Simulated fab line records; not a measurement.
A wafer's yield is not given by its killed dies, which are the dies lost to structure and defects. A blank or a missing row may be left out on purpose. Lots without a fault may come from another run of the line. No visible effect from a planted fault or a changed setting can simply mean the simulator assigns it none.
Problem report in the 8D (eight disciplines) form, filled by code | flow sky130 | the parts of the form that need people (team, actions taken, sign-off) are left out

1. WHAT IS WRONG
Across 6 wafers from 2 lots, CAP2M_CVD_00_THK at SKY_CAP2M_THK_MEAS_01 averages 9.33 nm, while fault-free wafers read 15.48 nm with a standard deviation of 0.24. Measured from the usual mean, that is -26 standard deviations.
Seen first at day 43 18:41 on film metro-02, wafer L244.1. The record holds 42 wafers of 14 lots with a number at this step. The rule behind "out" and "out of limits": a value lying over 4 standard deviations away from the usual mean. The rest of the wafers with a number are treated as sound.

2. WHAT IT IS, AND WHAT IT ISN'T
question                    | is                           | is not
which readings at this step | CAP2M_CVD_00_THK             | -
which lots                  | L244, L248                   | L230, L231, L233, L234, L235, L236, L241, L242, L243, L245, L246, L252
which wafers of those lots  | all that have a number       | -
read on which gauges        | film metro-02, film metro-03 | film metro-01
when                        | from day 43 18:41            | up to then (27 sound wafers); but 9 sound wafers of L245, L246, L252 came after

3. THE SUSPECTS, EACH WITH WHAT RULES IT OUT
Counting: a tool at any process step up to the reading remains a suspect when it ran all the lots that are out and ran no sound lot after the first of those.
- the gauge at SKY_CAP2M_THK_MEAS_01 has been ruled out. The wafers that are out were read on 2 gauges (film metro-02, film metro-03).
- pecvd-01 at SKY_CAP2M_CVD_00 (deposits SiO2, target thk 15.5 nm): kept. It ran every lot that is out, first L244 (day 43 18:40), and no sound lot after that; its last sound lot up to then is L243 (day 43 13:33).
After counting, what remains is pecvd-01 at SKY_CAP2M_CVD_00.

4. THE CAUSE (what the simulator had put in)
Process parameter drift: pecvd-01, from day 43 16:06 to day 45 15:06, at SKY_CAP2M_CVD_00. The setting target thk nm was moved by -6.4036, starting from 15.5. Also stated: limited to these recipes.
The count eliminated every tool but this one.

5. THE CHAIN OF EFFECTS, in route order
Rows list readings where the struck wafers' mean (over those with a number) sits beyond 3 standard deviations from the usual. Readings are gone through only where the record gives a usual standard deviation; hours: the median, over the lots, of the time from a lot's start at the first step in this table giving one to that lot's start at this step; sigmas: the change measured in usual standard deviations.
hours | step                  | reading          | usual      | on struck wafers | change | sigmas
0     | SKY_CAP2M_THK_MEAS_01 | CAP2M_CVD_00_THK | 15.48 nm   | 9.33             | -6.15  | -26
44    | SKY_METAL4_ETCH_17    | oes product au   | 0.754 a.u. | 0.605            | -0.149 | -20
Here are the process steps it includes:
- SKY_METAL4_ETCH_17: etches SiO2 in C4F8/O2/Ar, stops on TiN, time 3.9 s, target depth 15 nm.

6. HOW IT WOULD HAVE BEEN CAUGHT EARLIER
Counted from the fault's start at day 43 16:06, it took 3 hours until the first out-of-limits reading at a measuring or inspecting step in this record, taken at day 43 18:41.
Tool readings at SKY_CAP2M_CVD_00 with a usual standard deviation given in the record: none out on any struck wafer, hence no alarm at a limit of 4 standard deviations on them.
Of the lots that are out (2), L248 began SKY_CAP2M_CVD_00 on pecvd-01 after day 43 18:41. It would have been spared by a hold on the tool at that moment.
